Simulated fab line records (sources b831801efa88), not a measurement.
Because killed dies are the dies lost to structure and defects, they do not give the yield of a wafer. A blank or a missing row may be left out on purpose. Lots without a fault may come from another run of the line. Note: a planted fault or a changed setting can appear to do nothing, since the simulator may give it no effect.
Which tool did it? :: flow gf180mcu :: 13 lots, 38 wafers sampled, at 1 step of a route of 602

WHAT THE GAUGES READ, wafer by wafer
GF_V1_RS_MEAS_24: measures by four-point-probe.
lot: L452
measured: day 18 20:49
on: film-metro-02
V1_W_RS (ohm/sq): 0.333 0.326 0.327

lot: L454
measured: day 19 15:46
on: film-metro-02
V1_W_RS (ohm/sq): 0.330 0.329 0.327

lot: L455
measured: day 20 02:35
on: film-metro-02
V1_W_RS (ohm/sq): 0.329 0.320 0.325

lot: L457
measured: day 20 22:05
on: film-metro-01
V1_W_RS (ohm/sq): 0.330 0.329

lot: L458
measured: day 21 09:38
on: film-metro-02
V1_W_RS (ohm/sq): 0.324 0.330 0.324

lot: L461
measured: day 22 08:50
on: film-metro-03
V1_W_RS (ohm/sq): 0.326 0.325 0.327

lot: L463
measured: day 23 02:29
on: film-metro-03
V1_W_RS (ohm/sq): 0.328 0.329 0.331

lot: L464
measured: day 23 10:31
on: film-metro-01
V1_W_RS (ohm/sq): 0.325 0.322 0.321

lot: L466
measured: day 24 00:30
on: film-metro-02
V1_W_RS (ohm/sq): 0.335 0.334 0.332

lot: L467
measured: day 24 10:01
on: film-metro-02
V1_W_RS (ohm/sq): 0.325 0.324 0.327

lot: L468
measured: day 24 15:30
on: film-metro-03
V1_W_RS (ohm/sq): 0.325 0.325 0.330

lot: L469
measured: day 24 20:30
on: film-metro-01
V1_W_RS (ohm/sq): 0.321 0.323 0.326

lot: L472
measured: day 25 21:17
on: film-metro-01
V1_W_RS (ohm/sq): 0.328 0.330 0.331

WHICH TOOL RAN EACH LOT (tool, then ch and the chambers of the sampled wafers, then the start)
The record shows no process step preceding these readings.

AS READ BY THE TOOLS THEMSELVES (means over the sampled wafers that have a number; for cases with no such wafer, the mark the record gives instead)
The record holds no such reading with a usual standard deviation.

THE ANSWER, worked out from the rows above alone
Rule: usual is defined by the lots themselves. Put in order of their means at a reading, lots are off if they are a third of the lots or fewer, leave a main group of 4 or more, and stand apart from it by a gap of 3 or more times the standard deviation of the main group's means; of several such gaps the widest counts. The tables above print the reading to a certain number of digits; a main group whose means all agree to those digits is not used. Also off: a lot with no number at a reading for which 4 or more lots have one. The other lots that the step has rows for count as sound. The gauges are gone through in route order, then the tools' own readings, and for those a lot's mean is taken as printed above. The first step at which some lot is off is used, and at that step the reading that is off furthest; a lot without a number counts as furthest.
No lot is off at any reading shown: from this, nothing can be told.

WHAT WAS PUT IN BY THE SIMULATOR
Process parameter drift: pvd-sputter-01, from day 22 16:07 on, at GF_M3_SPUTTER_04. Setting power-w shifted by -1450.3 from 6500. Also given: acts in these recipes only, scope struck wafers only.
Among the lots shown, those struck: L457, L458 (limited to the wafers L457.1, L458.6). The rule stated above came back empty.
